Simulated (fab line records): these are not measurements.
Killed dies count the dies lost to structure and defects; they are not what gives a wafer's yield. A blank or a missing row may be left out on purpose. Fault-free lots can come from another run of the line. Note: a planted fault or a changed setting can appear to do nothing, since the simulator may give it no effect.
Problem report, 8D (eight disciplines) form, completed by code | flow sky130 | the parts of the form that need people (team, actions taken, sign-off) are left out

## 1. WHAT WENT WRONG
dose-ions-cm2 at SKY_NWELL_IMPLANT_13 reads a mean of 7.170e+11 on 6 wafers of 2 lots; wafers without a fault read 6.999e+11 with a standard deviation of 6.8e+08. That puts it +25 standard deviations away from the usual mean.
Earliest sighting: wafer L967.2 on implanter-03 at day 9 10:00. The record holds 39 wafers of 13 lots with a number at this step. The rule behind "out" and "out of limits": a value lying over 4 standard deviations away from the usual mean. The rest of the wafers with a number are treated as sound.

## 2. WHAT IT IS; WHAT IT IS NOT
question                    | is                     | is not
which readings at this step | dose-ions-cm2          | -
which lots                  | L967, L968             | L948, L949, L951, L952, L953, L955, L956, L957, L969, L970, L971
which wafers of those lots  | all that have a number | -
read on which tools         | implanter-03           | implanter-01, implanter-04
when                        | from day 9 10:00       | up to then (24 sound wafers); but 9 sound wafers of L969, L970, L971 came after

## 3. THE SUSPECTS, EACH WITH WHAT RULES IT OUT
Counting: a tool at a process step up to the reading stays a suspect if it ran every lot that is out and no sound lot after the first of them.
- implanter-03 at SKY_NWELL_IMPLANT_13: kept. It processed each lot that is out, first L967 at day 9 10:00, and no sound lot thereafter; up to then, the last sound lot it processed was L957 at day 6 19:20. Its own dose-ions-cm2 readings are out on those wafers.
Remaining after the count: implanter-03 at SKY_NWELL_IMPLANT_13.

## 4. THE CAUSE (what the simulator had put in)
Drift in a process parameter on implanter-03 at SKY_NWELL_IMPLANT_13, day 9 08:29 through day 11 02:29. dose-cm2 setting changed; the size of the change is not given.
Only this tool survived the counting.

## 5. THE CHAIN OF EFFECTS, in route order
Rows list readings where the struck wafers' mean (over those with a number) sits beyond 3 standard deviations from the usual. Only readings for which the record gives a usual standard deviation are gone through. hours: the time from each lot's start at the first step in this table that gives one to its start at this step, as a median over the lots. sigmas: the change in usual standard deviations.
hours | step                 | reading       | usual     | on struck wafers | change     | sigmas
0     | SKY_NWELL_IMPLANT_13 | dose-ions-cm2 | 6.999e+11 | 7.170e+11        | +1.712e+10 | +25
The process steps in it:
- SKY_NWELL_IMPLANT_13
At these later measuring or inspecting steps, every struck wafer for which the step has a row has a number for every such reading, and none has moved that far: SKY_METAL1_THK_MEAS_06.

## 6. WHAT WOULD HAVE CAUGHT IT SOONER
In this record the first reading out of limits was taken at day 9 10:00, 2 hours after the fault began at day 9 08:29.
